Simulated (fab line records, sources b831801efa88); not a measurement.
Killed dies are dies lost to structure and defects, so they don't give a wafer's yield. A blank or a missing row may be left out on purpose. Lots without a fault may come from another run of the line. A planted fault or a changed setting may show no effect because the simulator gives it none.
Split-lot experiment | flow sky130 | 5 lots, 23 wafers read, on a route of 708 steps

THE SPLIT
At SKY_METAL5_SPUTTER_03 (material Ti, target thk 5 nm, time 3.3 s), the setting power_w was moved away from the recipe's 3000 W on 7 of the 23 wafers read, by -7.0% to +8.8%. The other wafers ran this setting at the recipe's value.

The reading is taken at the split's own step.

THE READING
Ti_of_METAL5_SPUTTER_03.thk_nm (the simulator's own value, which no gauge read), in nm, at SKY_METAL5_SPUTTER_03 (material Ti, target thk 5 nm, time 3.3 s). The file gives no usual value for it. The 16 wafers here that ran the recipe average 4.872 nm, standard deviation 0.1 nm.

wafer  | tool, chamber at the split | power_w as run, W | against the recipe | Ti_of_METAL5_SPUTTER_03.thk_nm, nm | against lot-mates on the recipe
L077.1 | pvd_sputter-04, -          | 3000              | recipe             | 4.826                              | -
L077.2 | pvd_sputter-04, -          | 3265              | +8.8%              | 5.356                              | +0.534
L077.3 | pvd_sputter-04, -          | 3000              | recipe             | 4.818                              | -
L077.5 | pvd_sputter-04, -          | 3265              | +8.8%              | 5.445                              | +0.623
L077.6 | pvd_sputter-04, -          | 3265              | +8.8%              | 5.336                              | +0.514
L080.2 | pvd_sputter-01, -          | 3000              | recipe             | 4.677                              | -
L080.4 | pvd_sputter-01, -          | 3000              | recipe             | 4.935                              | -
L080.5 | pvd_sputter-01, -          | 3000              | recipe             | 4.853                              | -
L082.1 | pvd_sputter-04, -          | 2832              | -5.6%              | 4.764                              | -0.258
L082.3 | pvd_sputter-04, -          | 3000              | recipe             | 4.988                              | -
L082.4 | pvd_sputter-04, -          | 2832              | -5.6%              | 4.775                              | -0.247
L082.5 | pvd_sputter-04, -          | 3000              | recipe             | 5.036                              | -
L082.6 | pvd_sputter-04, -          | 3000              | recipe             | 5.041                              | -
L084.1 | pvd_sputter-01, -          | 3000              | recipe             | 4.957                              | -
L084.2 | pvd_sputter-01, -          | 3000              | recipe             | 4.82                               | -
L084.3 | pvd_sputter-01, -          | 2790              | -7.0%              | 4.567                              | -0.343
L084.5 | pvd_sputter-01, -          | 2790              | -7.0%              | 4.685                              | -0.225
L084.6 | pvd_sputter-01, -          | 3000              | recipe             | 4.953                              | -
L085.1 | pvd_sputter-01, -          | 3000              | recipe             | 4.781                              | -
L085.2 | pvd_sputter-01, -          | 3000              | recipe             | 4.814                              | -
L085.3 | pvd_sputter-01, -          | 3000              | recipe             | 4.925                              | -
L085.4 | pvd_sputter-01, -          | 3000              | recipe             | 4.753                              | -
L085.5 | pvd_sputter-01, -          | 3000              | recipe             | 4.772                              | -

THE FIT
A straight line over all 23 wafers: Ti_of_METAL5_SPUTTER_03.thk_nm changes by +0.0456 nm for each +1% of power_w; r = +0.88; the points scatter about the line by 0.11 nm.
The same after taking each lot's own level away (the mean of its wafers on the recipe; 23 wafers): +0.0545 nm for each +1%; r = +0.96; scatter 0.073 nm.
On that fit, the largest move of power_w shifts the reading by 0.48 nm.
The lots' own levels span 4.8090 to 5.0217 nm, that is 2.1 times the standard deviation above.
So the lot-to-lot level changes the slope: the two fits differ.
Check: with one of the wafers moved furthest among these (+8.8%) left out of the fit, the line predicts +0.495 nm for it against its lot-mates. It came out at +0.534 nm against them.

OTHER SPLITS ON THESE WAFERS
These wafers also went through other splits before the reading. Each is held against what the fit with the lots' levels taken away leaves over:
other split on the same wafers     | wafers away from the commonest value | r with Ti_of_METAL5_SPUTTER_03.thk_nm (lot level and that fit taken away)
SKY_CAP2M_METAL_ETCH_13 time_s     | 12                                   | -0.12
SKY_METAL4_COAT_08 spin_rpm        | 9                                    | -0.18
SKY_METAL4_DEVELOP_12 dev_temp_c   | 6                                    | -0.04
SKY_VIA4_HDPCVD_00 time_s          | 8                                    | +0.08
SKY_VIA4_CMP_02 leave_above_ref_nm | 5                                    | +0.09
SKY_VIA4_ETCH_12 bias_w            | 7                                    | -0.01

THE FILE'S OWN FIT
Ti_of_METAL5_SPUTTER_03.thk_nm changes by +0.0525 nm for each +1% of power_w, r = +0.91.
